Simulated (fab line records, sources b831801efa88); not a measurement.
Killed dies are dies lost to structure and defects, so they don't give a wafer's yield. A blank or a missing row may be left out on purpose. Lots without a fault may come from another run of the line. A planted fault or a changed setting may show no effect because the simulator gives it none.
Which tool did it? | flow sky130 | 24 lots, 72 wafers sampled, at 1 step of a route of 708

WHAT THE GAUGES READ, wafer by wafer
SKY_VIA2_BOW_MEAS_03.
lot  | measured     | on            | VIA2_BOW (um)
L074 | day 35 07:38 | film_metro-03 | 82 80 84
L075 | day 35 10:40 | film_metro-01 | 79 78 77
L077 | day 36 01:36 | film_metro-01 | 84 73 96
L076 | day 36 03:13 | film_metro-01 | 77 81 80
L078 | day 36 05:55 | film_metro-02 | 86 88 75
L079 | day 36 17:50 | film_metro-02 | 90 98 87
L080 | day 38 01:56 | film_metro-02 | 91 87 83
L082 | day 38 03:06 | film_metro-03 | 81 82 82
L081 | day 38 04:04 | film_metro-03 | 84 80 69
L083 | day 38 06:11 | film_metro-02 | 81 96 93
L084 | day 38 09:35 | film_metro-03 | 73 83 79
L085 | day 38 11:59 | film_metro-02 | 78 78 74
L086 | day 38 23:05 | film_metro-03 | 84 89 83
L087 | day 39 07:49 | film_metro-02 | 81 88 90
L088 | day 39 14:49 | film_metro-02 | 79 88 79
L089 | day 39 16:38 | film_metro-01 | 76 74 78
L090 | day 39 23:47 | film_metro-01 | 89 90 81
L091 | day 40 05:44 | film_metro-02 | 49 69 68
L092 | day 40 18:53 | film_metro-03 | 89 78 101
L093 | day 40 22:34 | film_metro-03 | 96 93 95
L094 | day 41 02:03 | film_metro-02 | 91 85 91
L095 | day 41 10:41 | film_metro-03 | 95 96 82
L096 | day 41 16:40 | film_metro-01 | 78 87 86
L097 | day 41 21:38 | film_metro-03 | 94 81 91

WHICH TOOL RAN EACH LOT (tool, then ch and the chambers of the sampled wafers, then the start)
The record holds no process step before these readings.

WHAT THE TOOLS THEMSELVES READ (means of the sampled wafers that have a number; where no wafer has one, the mark that the record gives instead)
The record holds no such reading with a usual standard deviation.

THE ANSWER, worked out from the rows above alone
Rule: what is usual is taken from the lots themselves. Put in order of their means at a reading, lots are off if they are a third of the lots or fewer, leave a main group of 4 or more, and stand apart from it by a gap of 3 or more times the standard deviation of the main group's means; of several such gaps the widest counts. A main group whose means are all the same, to the digits that the tables above print for the reading, isn't used. A lot without any number at a reading at which 4 lots or more have one is off too. The other lots that the step has rows for count as sound. The gauges are gone through in route order, then the tools' own readings, and for those a lot's mean is taken as printed above. The first step at which some lot is off is used, and at that step the reading that is off furthest; a lot without a number counts as furthest.
No lot is off at any reading shown: from this, nothing can be told.

WHAT THE SIMULATOR HAD PUT IN
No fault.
